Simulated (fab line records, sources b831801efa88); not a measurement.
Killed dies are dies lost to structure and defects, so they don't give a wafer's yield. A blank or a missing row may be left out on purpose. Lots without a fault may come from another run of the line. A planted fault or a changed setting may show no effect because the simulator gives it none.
One fault seen from 2 desks | flow sky130 | each desk has only its own numbers; what lay behind them comes last

THE METROLOGY DESK
What the gauges read, lot by lot, whatever tool the lot ran on: means of the sampled wafers that have a number. A lot is out of limits, marked OUT, if its mean lies more than 4 standard deviations from the usual mean; the brackets give that distance.
Columns: A = LDD_HVP_TW at SKY_LDD_HVP_TW_MEAS_10, usual 455.6
lot  | first seen here | A
L424 | day 21 22:00    | 456.7
L426 | day 22 07:43    | 456.4
L425 | day 22 11:25    | 452.7
L427 | day 23 05:10    | 459.9
L429 | day 23 19:13    | 453.8
L430 | day 24 10:16    | 456.5
L432 | day 24 17:56    | 453.8
L434 | day 25 14:31    | 457.2
L435 | day 26 06:57    | 457.5
L436 | day 26 09:32    | 457.5
L437 | day 26 11:29    | 508.3 (+25) OUT
L438 | day 27 05:31    | 457.5
L440 | day 27 11:28    | 511.2 (+26) OUT
L447 | day 29 13:53    | 454.2
This desk's finding: out of limits on L437, L440; first on L437, day 26 11:29 (LDD_HVP_TW at SKY_LDD_HVP_TW_MEAS_10). In limits: L424, L426, L425, L427, L429, L430, L432, L434, L435, L436, L438, L447.

THE TOOL OWNER'S DESK: implanter-03
The tool's own readings at SKY_LDD_HVP_IMPLANT_08: means of the sampled wafers that have a number, for each lot that ran on this tool. A lot is out of limits, marked OUT, if its mean lies more than 4 standard deviations from the usual mean; the brackets give that distance.
Columns: A = dose_ions_cm2 at SKY_LDD_HVP_IMPLANT_08, usual 1.7e+13; B = faraday_current_uA at SKY_LDD_HVP_IMPLANT_08, usual 96.0
lot  | first seen here | A                         | B
L434 | day 25 14:16    | 1.7e+13                   | 93.4
L435 | day 26 06:43    | 1.7e+13                   | 96.1
L437 | day 26 11:14    | 2.5e+13 (+99 or more) OUT | 140.4 (+23) OUT
L440 | day 27 11:14    | 2.5e+13 (+99 or more) OUT | 139.7 (+23) OUT
L447 | day 29 13:38    | 1.7e+13                   | 94.7
This desk's finding: out of limits on L437, L440; first on L437, day 26 11:14 (dose_ions_cm2 at SKY_LDD_HVP_IMPLANT_08). In limits: L434, L435, L447.

PUT TOGETHER
The tool owner's desk could have raised an alarm at day 26 11:14, on L437, L440.
The metrology desk could have raised an alarm at day 26 11:29, on L437, L440.
Of the lots named, all ran SKY_LDD_HVP_IMPLANT_08 on implanter-03.

WHAT THE SIMULATOR HAD PUT IN
Process parameter drift: implanter-03, from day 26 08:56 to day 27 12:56, at SKY_LDD_HVP_IMPLANT_08. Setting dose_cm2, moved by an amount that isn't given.
Lots struck among those shown: L437, L440.
Hours from the fault's start to each desk's first reading out of limits: the tool owner's desk, 2; the metrology desk, 3.
